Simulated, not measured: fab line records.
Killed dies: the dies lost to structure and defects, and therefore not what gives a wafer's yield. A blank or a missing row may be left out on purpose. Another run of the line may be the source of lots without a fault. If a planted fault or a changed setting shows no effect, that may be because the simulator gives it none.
Split-lot study + flow gf180mcu + 23 wafers read from 5 lots, route of 602 steps

ABOUT THE SPLIT
At GF_VT_IMPLANT_COAT_02 (resist thk 1000 nm), the setting resist-thk-nm was moved away from the recipe's 1000 nm on 5 of the 23 wafers read, by +2.0% to +4.8%. The other wafers ran this setting at the recipe's value.

The reading is taken at the split's own step.

THE READING
NOVOLAK_of_VT_IMPLANT_COAT_02.thk-nm (the simulator's own value, which no gauge read), in nm, at GF_VT_IMPLANT_COAT_02 (resist thk 1000 nm). No usual value for it is given in the file. The 18 wafers here that ran the recipe average 1002.7 nm, standard deviation 3 nm.

| wafer  | tool, chamber at the split | resist-thk-nm as run, nm | against the recipe | NOVOLAK_of_VT_IMPLANT_COAT_02.thk-nm, nm | against lot-mates on the recipe |
|--------|----------------------------|--------------------------|--------------------|------------------------------------------|---------------------------------|
| L074.1 | litho-track-03, 0          | 1000                     | recipe             | 1002                                     | -                               |
| L074.2 | litho-track-03, 0          | 1000                     | recipe             | 1002                                     | -                               |
| L074.3 | litho-track-03, 0          | 1000                     | recipe             | 1002                                     | -                               |
| L074.5 | litho-track-03, 0          | 1000                     | recipe             | 1004                                     | -                               |
| L074.6 | litho-track-03, 0          | 1000                     | recipe             | 997.8                                    | -                               |
| L077.2 | litho-track-02, 0          | 1048                     | +4.8%              | 1048                                     | +45.0                           |
| L077.3 | litho-track-02, 0          | 1048                     | +4.8%              | 1050                                     | +47.0                           |
| L077.4 | litho-track-02, 0          | 1048                     | +4.8%              | 1050                                     | +47.0                           |
| L077.5 | litho-track-02, 0          | 1000                     | recipe             | 1002                                     | -                               |
| L077.6 | litho-track-02, 0          | 1000                     | recipe             | 1004                                     | -                               |
| L079.1 | litho-track-03, 0          | 1000                     | recipe             | 996.1                                    | -                               |
| L079.2 | litho-track-03, 0          | 1000                     | recipe             | 999.9                                    | -                               |
| L079.3 | litho-track-03, 0          | 1020                     | +2.0%              | 1020                                     | +22.0                           |
| L079.4 | litho-track-03, 0          | 1000                     | recipe             | 998.1                                    | -                               |
| L079.5 | litho-track-03, 0          | 1020                     | +2.0%              | 1019                                     | +21.0                           |
| L080.1 | litho-track-02, 0          | 1000                     | recipe             | 1006                                     | -                               |
| L080.2 | litho-track-02, 0          | 1000                     | recipe             | 1004                                     | -                               |
| L080.4 | litho-track-02, 0          | 1000                     | recipe             | 1004                                     | -                               |
| L080.3 | litho-track-02, 0          | 1000                     | recipe             | 1007                                     | -                               |
| L080.6 | litho-track-02, 0          | 1000                     | recipe             | 1005                                     | -                               |
| L082.1 | litho-track-01, 0          | 1000                     | recipe             | 1004                                     | -                               |
| L082.3 | litho-track-01, 0          | 1000                     | recipe             | 1004                                     | -                               |
| L082.5 | litho-track-01, 0          | 1000                     | recipe             | 1007                                     | -                               |

FIT RESULTS
A straight line over all 23 wafers: NOVOLAK_of_VT_IMPLANT_COAT_02.thk-nm changes by +9.61 nm for each +1% of resist-thk-nm; r = +0.98; the points scatter about the line by 2.9 nm.
The same after taking each lot's own level away (the mean of its wafers on the recipe; 23 wafers): +9.74 nm for each +1%; r = +1.00; scatter 1.6 nm.
According to that fit, moving resist-thk-nm by its largest amount changes the reading by 47 nm.
Across the lots, their own levels run from 998.03 to 1005.20 nm, a range of 2.4 times the standard deviation given above.
The two slopes agree, so the slope changes little with the lot-to-lot level.
Check: for one of the wafers moved furthest among these (+4.8%), held out of the fit, the line's prediction against its lot-mates is +47.6 nm. Against them it came out at +45 nm.

ADDITIONAL SPLITS CARRIED BY THESE WAFERS
Note: prior to the reading, these wafers also went through further splits. Each is held against what the fit with the lots' levels taken away leaves over:
| other split on the same wafers  | wafers away from the commonest value | r with NOVOLAK_of_VT_IMPLANT_COAT_02.thk-nm (lot level and that fit taken away) |
|---------------------------------|--------------------------------------|---------------------------------------------------------------------------------|
| GF_STI_COAT_07 resist-thk-nm    | 6                                    | +0.37                                                                           |
| GF_STI_SOFTBAKE_08 temp-c       | 8                                    | -0.12                                                                           |
| GF_DNWELL_COAT_02 resist-thk-nm | 7                                    | +0.35                                                                           |
| GF_NWELL_COAT_02 spin-rpm       | 7                                    | +0.32                                                                           |
| GF_NWELL_IMPLANT_09 energy-kev  | 5                                    | +0.35                                                                           |
| GF_MVSD_COAT_02 resist-thk-nm   | 5                                    | -0.09                                                                           |

THE WHOLE CHAIN: every reading that the file lists as answering this split, in the file's order
| step                   | what it does       | reading                                                                               | change (the file's fit)              | r (the file's) |
|------------------------|--------------------|---------------------------------------------------------------------------------------|--------------------------------------|----------------|
| GF_VT_IMPLANT_COAT_02  | resist thk 1000 nm | NOVOLAK_of_VT_IMPLANT_COAT_02.thk-nm (the simulator's own value, which no gauge read) | +9.79 nm for each +1% of the setting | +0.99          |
| GF_VT_IMPLANT_STRIP_09 | strips in O2/N2    | strip-time-to-endpoint-s                                                              | withheld for each +1% of the setting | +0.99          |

FILE'S OWN FIT
NOVOLAK_of_VT_IMPLANT_COAT_02.thk-nm changes by +9.79 nm for each +1% of resist-thk-nm, r = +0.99.
